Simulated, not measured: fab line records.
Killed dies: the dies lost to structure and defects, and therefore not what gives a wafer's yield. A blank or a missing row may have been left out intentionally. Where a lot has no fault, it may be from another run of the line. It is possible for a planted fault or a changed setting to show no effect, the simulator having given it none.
fab line records -- flow sfqLine
[record] lots = 6, wafers = 18, lastDay = 91
route steps=325 shown M5@200 A5B@209 R5@212
lots untouched by any fault: they come from a run of this same line in which no faults occurred
startH: hours from the record's opening day to when the first of the lot's shown wafers began -- waitH: hours elapsed since this lot's preceding step -- " same as the row above -- L1.1+2: a row that stands for several wafers -- - no value, or no start given -- * or withheld: withheld -- < > ~ a bound
route shown NAME@n: a module of which the file shows steps, and the number in the route of the first -- usual: average and standard deviation across the fault-free wafers -- same: alike in all rows -- chamber/n: place in a boat -- sites: the reading at each site -- _std_site: standard deviation across them -- _edge_site: outer sites' mean less inner sites' -- radiusMm: how far each site lies from the wafer's centre -- mask NAME#n: copy n -- behind: tool/chamber where the wafer was last shaped -- hold: why the lot went on hold/how many hours it stayed there/how the hold came to an end -- device: whichever transistor did not switch (one of n, p or np) -- end of line: the route-end tests of the same wafers -- a step without rows: its recipe alone -- killed: at the first sort, the dies lost to defects and structure; wafer yield is something else -- map: shows each die of a wafer: x if killed, . if not, _ if none is there
set.NAME: setting as actually run; set.NAME@STEP: the setting as run at that earlier step -- model.NAME: the simulator's own value behind a step, which no gauge read
lots at some steps of the route; a table a step, a row a wafer
services: the hour from which a tool's chamber was out of use, counted from the record's first day as startH (under 0 if before that day), plus the number of hours and why
[[steps]]
[step SFQ_TRILAYER_M5_LITHO_SOFTBAKE_127]
[recipe] tempC = withheld, timeS = withheld, resist = KrF
[step SFQ_TRILAYER_M5_LITHO_EXPOSE_124]
[recipe] maskId = M5, na = 0.6, sourceShape = conventional, sigmaOuter = 0.65, targetCdNm = 700, doseMj = 14.4
[step SFQ_TRILAYER_M5_LITHO_PEB_126]
[recipe] pebTempC = 115, pebTimeS = 60, resist = KrF
[step SFQ_TRILAYER_M5_LITHO_DEVELOP_125]
[recipe] timeS = 60, resist = KrF
[step SFQ_M5_OVL_MEAS_932]
[usual] M5_OVL = 0/4.9
lot.wafer,tool,chamber,startH,waitH,M5_OVL[nm]
L491.2,overlay-02,-,1365.73,0.1,5
L491.3,overlay-02,-,1365.73,0.1,2
L491.5,overlay-02,-,1365.73,0.1,1
L493.2,overlay-02,-,1369.33,0.1,4
L493.3,overlay-02,-,1369.33,0.1,-12
L493.5,overlay-02,-,1369.33,0.1,3
L499.3,overlay-02,-,1436.08,0.1,4
L499.5,overlay-02,-,1436.08,0.1,10
L499.6,overlay-02,-,1436.08,0.1,4
L508.1,overlay-02,-,1486.72,0.1,0
L508.5,overlay-02,-,1486.72,0.1,7
L508.6,overlay-02,-,1486.72,0.1,3
L511.2,overlay-01,-,1508.11,0.1,-11
L511.3,overlay-01,-,1508.11,0.1,-5
L511.4,overlay-01,-,1508.11,0.1,-10
L512.1,overlay-01,-,1514.37,0.1,3
L512.4,overlay-01,-,1514.37,0.1,10
L512.6,overlay-01,-,1514.37,0.1,7
[step SFQ_TRILAYER_M5_BARC_OPEN_METAL_ETCH_161]
[recipe] maskMaterial = PR, chemistry = O2, targetDepthNm = 125, target = BARC, icpW = 600, biasW = 80, pressureMtorr = 10, timeS = 41.7
[usual] drypumpMotorCurrentA = 5.6/0.55, heBacksideLeakSccm = 3.45/0.26, oesProductAu = 0.685/0.005
lot.wafer,tool,chamber,startH,waitH,drypumpMotorCurrentA,heBacksideLeakSccm,oesProductAu,rfHoursCounterH
L491.2,rieMetal-02,0,1365.76,0.0,6.3,3.21,0.689,87
L491.3,rieMetal-02,0,1365.76,0.0,6.3,3.07,0.691,-
L491.5,rieMetal-02,0,1365.76,0.0,6.3,3.21,0.685,-
L493.2,rieMetal-03,0,1369.36,0.0,5.5,3.19,0.681,25
L493.3,rieMetal-03,0,1369.36,0.0,5.5,3.07,0.682,-
L493.5,rieMetal-03,1,1369.36,0.0,5.2,3.62,0.683,-
L499.3,rieMetal-01,0,1436.13,0.0,5.5,3.50,0.687,-
L499.5,rieMetal-01,1,1436.13,0.0,6.6,3.85,0.678,-
L499.6,rieMetal-01,0,1436.13,0.0,5.5,3.41,0.687,-
L508.1,rieMetal-01,0,1486.76,0.0,5.5,3.58,0.695,6
L508.5,rieMetal-01,1,1486.76,0.0,6.6,3.67,0.679,-
L508.6,rieMetal-01,0,1486.76,0.0,5.5,3.54,0.679,-
L511.2,rieMetal-01,1,1508.14,0.0,6.5,3.68,0.684,72
L511.3,rieMetal-01,1,1508.14,0.0,6.5,3.64,0.689,-
L511.4,rieMetal-01,0,1508.14,0.0,5.5,3.68,0.687,-
L512.1,rieMetal-03,1,1514.40,0.0,5.2,3.15,0.686,14
L512.4,rieMetal-03,1,1514.40,0.0,5.2,3.20,0.699,-
L512.6,rieMetal-03,1,1514.40,0.0,5.2,3.34,0.688,-
[step SFQ_TRILAYER_M5_ETCH_METAL_ETCH_126]
[recipe] target = Nb, stopOn = SiO2, maskMaterial = PR, overEtchFrac = 0.15, timeS = 203.2, chemistry = Cl2/BCl3, targetDepthNm = 265, icpW = 600, biasW = 80, pressureMtorr = 10
[usual] drypumpMotorCurrentA = 5.6/0.55, heBacksideLeakSccm = 3.43/0.2, oesProductAu = 0.730/0.0059
lot.wafer,tool,chamber,startH,waitH,drypumpMotorCurrentA,heBacksideLeakSccm,oesProductAu,rfHoursCounterH
L491.2,rieMetal-02,0,1365.82,0.0,6.3,3.14,0.734,87
L491.3,rieMetal-02,0,1365.82,0.0,6.3,3.03,0.732,-
L491.5,rieMetal-02,0,1365.82,0.0,6.3,3.13,0.730,-
L493.2,rieMetal-03,0,1369.42,0.0,5.5,3.22,0.731,25
L493.3,rieMetal-03,0,1369.42,0.0,5.5,3.18,0.732,-
L493.5,rieMetal-03,1,1369.42,0.0,5.2,3.42,0.733,-
L499.3,rieMetal-01,0,1436.23,0.1,5.5,3.68,0.733,-
L499.5,rieMetal-01,1,1436.23,0.1,6.6,3.61,0.730,-
L499.6,rieMetal-01,0,1436.23,0.1,5.5,3.58,0.726,-
L508.1,rieMetal-01,0,1486.82,0.0,5.5,3.52,0.716,7
L508.5,rieMetal-01,1,1486.82,0.0,6.6,3.86,0.720,-
L508.6,rieMetal-01,0,1486.82,0.0,5.5,3.46,0.729,-
L511.2,rieMetal-01,1,1508.20,0.0,6.6,3.63,0.734,72
L511.3,rieMetal-01,1,1508.20,0.0,6.5,3.80,0.735,-
L511.4,rieMetal-01,0,1508.20,0.0,5.5,3.76,0.724,-
L512.1,rieMetal-03,1,1514.52,0.1,5.2,3.42,0.725,14
L512.4,rieMetal-03,1,1514.52,0.1,5.2,3.14,0.742,-
L512.6,rieMetal-03,1,1514.52,0.1,5.3,3.31,0.726,-
[step SFQ_TRILAYER_M5_STRIP_STRIP_127]
[recipe] gas = O2, powerW = 200, platenTempC = 40, overashFraction = 0.65, chemistry = O2, pressureMtorr = 50
[step SFQ_TRILAYER_M5_STRIP_SOLV_CLEAN_128]
[recipe] chemistry = NMP, tempC = 70, timeS = 600
[step SFQ_TRILAYER_A5B_DEP_PECVD_129]
[recipe] material = SiO2, tempC = 150, timeS = 133.33, pressureTorr = 2.4, rfW = 185.5, precursor = SiH4/N2O, targetThkNm = 600
[step SFQ_TRILAYER_A5B_CMP_CMP_130]
[recipe] stopOn = Nb, downForcePsi = 3, platenRpm = 60, targetThkNm = 340.7
[usual] motorCurrentA = 10.7/1.1, platenRpm = 60.00/0.046, slurryFlowMlMin = 150.0/0.45
lot.wafer,tool,chamber,startH,waitH,motorCurrentA,platenRpm,slurryFlowMlMin
L491.3,cmp-02,3,1368.02,1.2,11.3,59.95,149.6
L491.2,cmp-02,1,1369.02,2.2,9.7,60.01,150.1
L491.5,cmp-02,0,1370.52,3.6,10.8,60.01,149.3
L493.3,cmp-01,3,1373.56,3.1,12.2,59.99,149.7
L493.2,cmp-01,1,1374.64,4.2,9.4,60.01,149.6
L493.5,cmp-01,3,1375.72,5.2,11.4,60.00,149.9
L499.3,cmp-02,2,1438.23,1.0,10.5,60.01,148.9
L499.5,cmp-02,0,1439.23,2.0,11.6,60.15,150.0
L499.6,cmp-02,1,1439.23,2.0,9.7,60.05,150.5
L508.1,cmp-02,0,1488.02,0.2,11.4,60.03,150.3
L508.6,cmp-02,0,1490.02,2.1,11.1,60.05,149.3
L508.5,cmp-02,1,1490.02,2.1,10.1,60.01,149.7
L511.2,cmp-02,0,1509.26,0.0,11.6,59.97,148.9
L511.3,cmp-02,2,1510.26,1.0,11.0,59.95,149.7
L511.4,cmp-02,3,1510.26,1.0,11.3,60.05,150.8
L512.4,cmp-02,0,1516.88,0.5,11.0,60.03,149.7
L512.1,cmp-02,2,1517.88,1.5,10.4,59.96,149.9
L512.6,cmp-02,3,1517.88,1.5,11.6,60.05,149.8
[step SFQ_TRILAYER_A5B_METRO_MEASURE_131]
[usual] thkNm = 344/5.7
lot.wafer,tool,chamber,startH,waitH,thkNm
L491.2,filmMetro-04,-,1371.22,1.7,344
L491.3,filmMetro-04,-,1371.22,1.7,352
L491.5,filmMetro-04,-,1371.22,1.7,350
L493.2,filmMetro-02,-,1376.46,1.3,340
L493.3,filmMetro-02,-,1376.46,1.3,333
L493.5,filmMetro-02,-,1376.46,1.3,341
L499.3,filmMetro-03,-,1440.63,1.9,336
L499.5,filmMetro-03,-,1440.63,1.9,348
L499.6,filmMetro-03,-,1440.63,1.9,339
L508.1,filmMetro-03,-,1491.02,2.5,338
L508.5,filmMetro-03,-,1491.02,2.5,347
L508.6,filmMetro-03,-,1491.02,2.5,345
L511.2,filmMetro-03,-,1512.46,2.7,349
L511.3,filmMetro-03,-,1512.46,2.7,342
L511.4,filmMetro-03,-,1512.46,2.7,358
L512.1,filmMetro-02,-,1519.38,1.0,338
L512.4,filmMetro-02,-,1519.38,1.0,343
L512.6,filmMetro-02,-,1519.38,1.0,348
[step SFQ_TRILAYER_R5_DEP_SPUTTER_132]
[recipe] material = Ti, basePressurePa = 1.33e-06, targetThkNm = 5, powerW = 2000, timeS = 5, chamberPressurePa = 0.4
[usual] throttleValvePct = 30.8/0.78
lot.wafer,tool,chamber,startH,waitH,throttleValvePct,model.Ti_of_TRILAYER_R5_DEP_SPUTTER_132.thkNm
L491.2,pvdSputter-05,-,1372.22,0.8,29.6,4.923
L491.3,pvdSputter-05,-,1372.22,0.8,31.8,5.063
L491.5,pvdSputter-05,-,1372.22,0.8,31.8,5.129
L493.2,pvdSputter-05,-,1377.46,0.8,32.0,4.96
L493.3,pvdSputter-05,-,1377.46,0.8,31.9,4.953
L493.5,pvdSputter-05,-,1377.46,0.8,32.1,4.894
L499.3,pvdSputter-03,-,1441.43,0.6,31.1,5.037
L499.5,pvdSputter-03,-,1441.43,0.6,30.8,5.299
L499.6,pvdSputter-03,-,1441.43,0.6,30.4,5.38
L508.1,pvdSputter-03,-,1492.22,1.0,30.9,4.334
L508.5,pvdSputter-03,-,1492.22,1.0,31.3,4.291
L508.6,pvdSputter-03,-,1492.22,1.0,31.3,4.275
L511.2,pvdSputter-03,-,1513.46,0.8,31.0,4.544
L511.3,pvdSputter-03,-,1513.46,0.8,30.3,4.748
L511.4,pvdSputter-03,-,1513.46,0.8,31.2,4.578
L512.1,pvdSputter-05,-,1520.58,1.0,31.7,4.985
L512.4,pvdSputter-05,-,1520.58,1.0,31.5,5.044
L512.6,pvdSputter-05,-,1520.58,1.0,31.9,5.002
[step SFQ_TRILAYER_R5_DEP_SPUTTER_133]
[recipe] material = MoNx, basePressurePa = 1.33e-06, targetThkNm = 40, powerW = 1000, timeS = 66.7, chamberPressurePa = 0.4
[usual] throttleValvePct = 30.9/0.76
lot.wafer,tool,chamber,startH,waitH,throttleValvePct
L491.2,pvdSputter-05,-,1372.24,0.0,29.5
L491.3,pvdSputter-05,-,1372.24,0.0,31.8
L491.5,pvdSputter-05,-,1372.24,0.0,31.8
L493.2,pvdSputter-05,-,1377.48,0.0,32.0
L493.3,pvdSputter-05,-,1377.48,0.0,31.7
L493.5,pvdSputter-05,-,1377.48,0.0,32.0
L499.3,pvdSputter-03,-,1441.45,0.0,31.1
L499.5,pvdSputter-03,-,1441.45,0.0,31.0
L499.6,pvdSputter-03,-,1441.45,0.0,30.4
L508.1,pvdSputter-03,-,1492.24,0.0,31.5
L508.5,pvdSputter-03,-,1492.24,0.0,31.1
L508.6,pvdSputter-03,-,1492.24,0.0,31.0
L511.2,pvdSputter-03,-,1513.48,0.0,30.9
L511.3,pvdSputter-03,-,1513.48,0.0,30.4
L511.4,pvdSputter-03,-,1513.48,0.0,31.3
L512.1,pvdSputter-05,-,1520.60,0.0,31.9
L512.4,pvdSputter-05,-,1520.60,0.0,31.6
L512.6,pvdSputter-05,-,1520.60,0.0,32.0
[[services]]
tool,chamber,startH,hours,kind
pvdSputter-03,-,1344.19,18.3,repair
rieMetal-02,0,1347.11,6.4,repair
filmMetro-04,-,1355.30,0.8,pm
pvdSputter-03,1,1362.49,-,consumableReplace:kit
pvdSputter-03,1,1362.49,18.0,scheduledDown
cmp-02,-,1386.26,1.4,repair
rieMetal-01,-,1388.04,2.8,pm
rieMetal-02,-,1388.53,0.8,repair
filmMetro-02,-,1392.58,0.4,pm
rieMetal-03,-,1400.59,15.6,pm
pvdSputter-05,-,1401.12,3.6,repair
cmp-02,-,1410.07,5.9,pm
cmp-02,-,1416.07,0.6,repair
filmMetro-03,-,1423.66,0.7,pm
cmp-02,-,1429.46,4.0,pm
filmMetro-03,-,1442.20,1.4,pm
pvdSputter-05,-,1466.95,3.4,repair
filmMetro-03,-,1469.56,10.6,repair
filmMetro-02,-,1472.93,0.6,pm
filmMetro-02,-,1498.01,1.2,pm
pvdSputter-03,-,1499.65,12.5,repair
filmMetro-03,-,1508.94,1.9,pm
rieMetal-01,-,1511.03,1.4,pm
rieMetal-03,0,1514.09,16.6,repair
[[key]]
firstSign none at tools or gauges
[modelEffect] step = SFQ_TRILAYER_R5_DEP_SPUTTER_132, value = Ti_of_TRILAYER_R5_DEP_SPUTTER_132.thkNm, without = 4.926, struck = 4.462
metAt SFQ_TRILAYER_R5_DEP_SPUTTER_132
struckWafers L508.1,L508.5,L508.6,L511.2,L511.3,L511.4
onsetBetween 1441.43 1492.22
alsoFits SFQ_TRILAYER_M5_BARC_OPEN_METAL_ETCH_161:rieMetal-01,SFQ_TRILAYER_M5_ETCH_METAL_ETCH_126:rieMetal-01,SFQ_TRILAYER_A5B_METRO_MEASURE_131:filmMetro-03
[fault] kind = processParameterDrift, tool = pvdSputter-03, chamber = -, onsetH = 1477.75, steps = SFQ_TRILAYER_R5_DEP_SPUTTER_132, channel = timeS, offset = *, shape = step, endH = 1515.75, actsIn = *, stated = *
